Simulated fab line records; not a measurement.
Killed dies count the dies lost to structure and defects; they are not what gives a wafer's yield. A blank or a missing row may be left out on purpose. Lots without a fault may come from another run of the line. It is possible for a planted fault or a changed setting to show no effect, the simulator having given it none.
Which tool was responsible? + flow gf180mcu + 13 lots, 39 wafers sampled, at 5 steps of a route of 602

WHAT THE GAUGES READ, wafer by wafer
GF_M3_THK_MEAS_06: measures by xrf. Usual: for M3_ALCU_THK the level is 445 nm and the standard deviation is 5.
| lot  | measured     | on            | M3_ALCU_THK (nm) | flag |
|------|--------------|---------------|------------------|------|
| L580 | day 20 11:08 | film_metro-03 | 440 435 436      |      |
| L581 | day 21 08:12 | film_metro-02 | 447 448 450      |      |
| L582 | day 21 09:19 | film_metro-02 | 447 445 447      |      |
| L583 | day 21 14:22 | film_metro-01 | 443 436 434      |      |
| L584 | day 22 06:20 | film_metro-03 | 444 438 439      |      |
| L585 | day 22 17:23 | film_metro-03 | 454 448 448      |      |
| L587 | day 23 04:19 | film_metro-02 | 446 442 447      |      |
| L586 | day 23 05:20 | film_metro-03 | 436 450 450      |      |
| L588 | day 23 13:10 | film_metro-03 | 440 447 443      |      |
| L589 | day 23 20:59 | film_metro-02 | 452 448 442      |      |
| L593 | day 24 22:33 | film_metro-03 | 444 444 447      |      |
| L595 | day 25 14:28 | film_metro-03 | 443 441 447      |      |
| L603 | day 27 18:38 | film_metro-01 | 447 446 455      |      |

GF_M3_CD_MEAS_14: target cd 280 nm. Usual: 280.0 nm for cd_nm, sd 1.2.
| lot  | measured     | on        | cd_nm (nm)        | flag |
|------|--------------|-----------|-------------------|------|
| L580 | day 21 11:17 | cd_sem-02 | 278.6 278.3 279.1 |      |
| L581 | day 22 07:11 | cd_sem-02 | 280.0 281.0 280.1 |      |
| L582 | day 22 09:09 | cd_sem-02 | 281.5 280.8 283.0 |      |
| L583 | day 22 13:42 | cd_sem-01 | 277.8 278.9 279.0 |      |
| L584 | day 23 05:13 | cd_sem-02 | 280.5 280.4 280.6 |      |
| L585 | day 23 15:42 | cd_sem-02 | 279.4 279.4 280.1 |      |
| L587 | day 24 02:02 | cd_sem-02 | 280.3 281.1 282.4 |      |
| L586 | day 24 03:26 | cd_sem-02 | 278.8 279.2 278.4 |      |
| L588 | day 24 10:39 | cd_sem-01 | 282.5 283.2 282.2 |      |
| L589 | day 24 18:32 | cd_sem-01 | 278.8 278.9 279.6 |      |
| L593 | day 25 19:34 | cd_sem-02 | 279.8 279.5 279.9 |      |
| L595 | day 26 11:10 | cd_sem-01 | 280.8 279.8 279.3 |      |
| L603 | day 28 13:59 | cd_sem-02 | 280.4 279.9 279.9 |      |

GF_V3_THK_MEAS_01. Usual: for V3_CVD_00_THK the level is 600 nm and the standard deviation is 5.1.
| lot  | measured     | on            | V3_CVD_00_THK (nm) | flag |
|------|--------------|---------------|--------------------|------|
| L580 | day 21 12:09 | film_metro-03 | 602 595 601        |      |
| L581 | day 22 08:03 | film_metro-03 | 603 601 604        |      |
| L582 | day 22 10:02 | film_metro-01 | 608 597 595        |      |
| L583 | day 22 14:35 | film_metro-04 | 601 601 602        |      |
| L584 | day 23 06:29 | film_metro-04 | 593 595 593        |      |
| L585 | day 23 17:01 | film_metro-03 | 600 609 603        |      |
| L587 | day 24 03:01 | film_metro-03 | 606 612 613        |      |
| L586 | day 24 04:25 | film_metro-03 | 597 603 601        |      |
| L588 | day 24 12:02 | film_metro-03 | 598 596 597        |      |
| L589 | day 24 19:33 | film_metro-03 | 599 601 604        |      |
| L593 | day 25 20:25 | film_metro-03 | 598 300 599        | OFF  |
| L595 | day 26 12:04 | film_metro-04 | 586 298 585        | OFF  |
| L603 | day 28 14:51 | film_metro-01 | 601 601 598        |      |

TOOL THAT RAN EACH LOT (tool first, then ch and the chambers of the sampled wafers, then the start)
| lot  | GF_M3_SPUTTER_02             | GF_V3_CVD_00                     |
|------|------------------------------|----------------------------------|
| L580 | pvd_sputter-01, day 20 10:55 | hdpcvd-02 ch 0,1,2, day 21 12:04 |
| L581 | pvd_sputter-02, day 21 07:58 | hdpcvd-01 ch 0,2, day 22 07:58   |
| L582 | pvd_sputter-01, day 21 09:06 | hdpcvd-02 ch 1,2, day 22 09:58   |
| L583 | pvd_sputter-02, day 21 14:10 | hdpcvd-02 ch 0,1,2, day 22 14:30 |
| L584 | pvd_sputter-01, day 22 06:07 | hdpcvd-02 ch 0,1,2, day 23 06:25 |
| L585 | pvd_sputter-03, day 22 17:10 | hdpcvd-01 ch 0,1,2, day 23 16:56 |
| L587 | pvd_sputter-01, day 23 04:06 | hdpcvd-02 ch 1,2, day 24 02:56   |
| L586 | pvd_sputter-02, day 23 05:07 | hdpcvd-01 ch 0,2, day 24 04:19   |
| L588 | pvd_sputter-02, day 23 12:58 | hdpcvd-02 ch 1,2, day 24 11:56   |
| L589 | pvd_sputter-01, day 23 20:46 | hdpcvd-02 ch 1,2, day 24 19:26   |
| L593 | pvd_sputter-01, day 24 22:19 | hdpcvd-02 ch 0,2, day 25 20:19   |
| L595 | pvd_sputter-01, day 25 14:16 | hdpcvd-02 ch 0,1, day 26 12:00   |
| L603 | pvd_sputter-02, day 27 18:25 | hdpcvd-01 ch 0,2, day 28 14:45   |
- GF_M3_SPUTTER_02: material AlCu, target thk 450 nm, time 23.9 s.
- GF_V3_CVD_00: deposits SiO2, target thk 600 nm, time 100 s.

AS READ BY THE TOOLS THEMSELVES (means over the sampled wafers that have a number; for cases with no such wafer, the mark the record gives instead)
GF_M3_SPUTTER_02. Usual: cathode_dc_power_W 10600 W, standard deviation 1.9; throttle_valve_pct 29.8 %, standard deviation 0.86.
| lot  | tool           | cathode_dc_power_W (W) | throttle_valve_pct (%) | flag |
|------|----------------|------------------------|------------------------|------|
| L580 | pvd_sputter-01 | 10599                  | 29.7                   |      |
| L581 | pvd_sputter-02 | 10598                  | 29.2                   |      |
| L582 | pvd_sputter-01 | 10599                  | 29.4                   |      |
| L583 | pvd_sputter-02 | 10599                  | 29.3                   |      |
| L584 | pvd_sputter-01 | 10601                  | 29.7                   |      |
| L585 | pvd_sputter-03 | 10601                  | 29.7                   |      |
| L587 | pvd_sputter-01 | 10601                  | 29.8                   |      |
| L586 | pvd_sputter-02 | 10600                  | 29.8                   |      |
| L588 | pvd_sputter-02 | 10600                  | 29.6                   |      |
| L589 | pvd_sputter-01 | 10602                  | 29.9                   |      |
| L593 | pvd_sputter-01 | 10598                  | 30.7                   |      |
| L595 | pvd_sputter-01 | 10599                  | 30.5                   |      |
| L603 | pvd_sputter-02 | 10602                  | 29.7                   |      |

GF_V3_CVD_00. Usual: pressure_mtorr 5.999 mTorr, standard deviation 0.013; sih4_flow_sccm 60.02 sccm, standard deviation 0.16.
| lot  | tool      | pressure_mtorr (mTorr) | sih4_flow_sccm (sccm) | flag |
|------|-----------|------------------------|-----------------------|------|
| L580 | hdpcvd-02 | 6.005                  | 60.14                 |      |
| L581 | hdpcvd-01 | 5.999                  | 59.83                 |      |
| L582 | hdpcvd-02 | 6.003                  | 60.11                 |      |
| L583 | hdpcvd-02 | 6.012                  | 60.05                 |      |
| L584 | hdpcvd-02 | 5.998                  | 60.02                 |      |
| L585 | hdpcvd-01 | 5.993                  | 59.98                 |      |
| L587 | hdpcvd-02 | 5.982                  | 59.97                 |      |
| L586 | hdpcvd-01 | 5.987                  | 60.19                 |      |
| L588 | hdpcvd-02 | 6.001                  | 60.04                 |      |
| L589 | hdpcvd-02 | 5.988                  | 60.13                 |      |
| L593 | hdpcvd-02 | 5.997                  | 49.94                 | OFF  |
| L595 | hdpcvd-02 | 6.014                  | 49.93                 | OFF  |
| L603 | hdpcvd-01 | 5.996                  | 59.94                 |      |

THE ANSWER, worked out from the rows above alone
Rule: a lot is off if the mean of its wafers that have a number lies more than 3 standard deviations from the usual mean. A lot without any number at a reading at which 4 lots or more have one is off too. The other lots that the step has rows for count as sound. Order of review: gauges by route order, followed by the tools' own readings, for which a lot's mean as printed above is used. The first step at which some lot is off is used, and at that step the reading that is off furthest; a lot without a number counts as furthest.
Off: L593, L595, seen at GF_V3_THK_MEAS_01 (V3_CVD_00_THK).
A tool fits if, at a process step before that reading, it ran every lot that is off, and no sound lot after the first of them. The gauges at GF_V3_THK_MEAS_01 aren't tried: what is off there is off at GF_V3_CVD_00 too, on other tools, and a gauge's error can't cause that. This does not decide it: 2 tools fit, namely pvd_sputter-01 at GF_M3_SPUTTER_02 and hdpcvd-02 at GF_V3_CVD_00.

WHAT THE SIMULATOR HAD INSERTED
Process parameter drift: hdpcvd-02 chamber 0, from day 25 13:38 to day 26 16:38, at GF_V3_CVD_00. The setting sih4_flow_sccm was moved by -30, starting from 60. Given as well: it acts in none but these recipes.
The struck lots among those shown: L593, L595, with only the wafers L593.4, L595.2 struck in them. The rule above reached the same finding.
